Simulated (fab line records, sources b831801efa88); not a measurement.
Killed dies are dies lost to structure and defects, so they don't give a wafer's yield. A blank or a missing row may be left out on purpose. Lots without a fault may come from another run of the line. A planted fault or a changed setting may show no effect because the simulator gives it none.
Problem report in the 8D (eight disciplines) form, filled by code | flow gf180mcu | the parts of the form that need people (team, actions taken, sign-off) are left out

1. THE PROBLEM
NSD_RS at GF_PSD_RS_MEAS_14 reads a mean of 48.03 ohm/sq on 6 wafers of 2 lots; wafers without a fault read 46.55 ohm/sq with a standard deviation of 0.087. That is +17 standard deviations from the usual mean.
The step: measures by four-point-probe.
First seen on wafer L138.1, day 21 15:55, on film_metro-02. The record holds 39 wafers of 13 lots with a number at this step. Rule for "out", or "out of limits": more than 4 standard deviations from the usual mean. The other wafers with a number count as sound.

2. WHAT IT IS AND WHAT IT IS NOT
question                    | is                           | is not
which readings at this step | NSD_RS                       | -
which lots                  | L138, L139                   | L118, L119, L120, L122, L123, L124, L126, L127, L128, L129, L130
which wafers of those lots  | all that have a number       | -
read on which gauges        | film_metro-02, film_metro-03 | film_metro-01
when                        | from day 21 15:55            | up to then (33 sound wafers)

3. SUSPECTS, AND WHAT RULES EACH OUT
Counting: a tool at a process step up to the reading stays a suspect if it ran every lot that is out and no sound lot after the first of them.
- the gauge at GF_PSD_RS_MEAS_14: ruled out. The wafers that are out were read on 2 gauges (film_metro-02, film_metro-03).
- rtp_anneal-01 at GF_PSD_RTA_13 (time 20 s): kept. It ran every lot that is out, first L138 (day 21 15:50), and no sound lot after that; its last sound lot up to then is L130 (day 18 10:44). Its own readings are out on those wafers: lamp_power_pct, wafer_temp_C_max.
Left after counting: rtp_anneal-01 at GF_PSD_RTA_13.

4. THE CAUSE (what the simulator had put in)
Process parameter drift: rtp_anneal-01, from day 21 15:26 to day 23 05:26, at GF_PSD_RTA_13. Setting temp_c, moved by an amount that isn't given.
Counting left only this tool.

5. THE CHAIN OF EFFECTS, in route order
Each row: a reading whose mean over the struck wafers that have a number lies more than 3 standard deviations from the usual. Only readings for which the record gives a usual standard deviation are gone through. hours: the time from each lot's start at the first step in this table that gives one to its start at this step, as a median over the lots. sigmas: the change in usual standard deviations.
hours | step              | reading          | usual        | on struck wafers | change | sigmas
0     | GF_PSD_RTA_13     | lamp_power_pct   | 36.82 %      | 35.59            | -1.23  | -4.4
0     | GF_PSD_RTA_13     | wafer_temp_C_max | 1028.9       | 1017.7           | -11.2  | -14
0     | GF_PSD_RS_MEAS_14 | NSD_RS           | 46.55 ohm/sq | 48.03            | +1.48  | +17
0     | GF_PSD_RS_MEAS_15 | PSD_RS           | 108.1 ohm/sq | 115.1            | +7.0   | +22
The process steps in it:
- GF_PSD_RTA_13: time 20 s.

6. WHAT WOULD HAVE CAUGHT IT SOONER
In this record the first reading out of limits at a measuring or inspecting step was taken at day 21 15:55, 0 hours after the fault began at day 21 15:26.
The tool's own readings at GF_PSD_RTA_13 were out on every struck wafer that the step has a row for (lamp_power_pct, wafer_temp_C_max): an alarm limit on them would have fired on the first of those.
Of the lots that are out (2), L139 began GF_PSD_RTA_13 on rtp_anneal-01 after day 21 15:55. A hold on the tool at that time would have spared it.
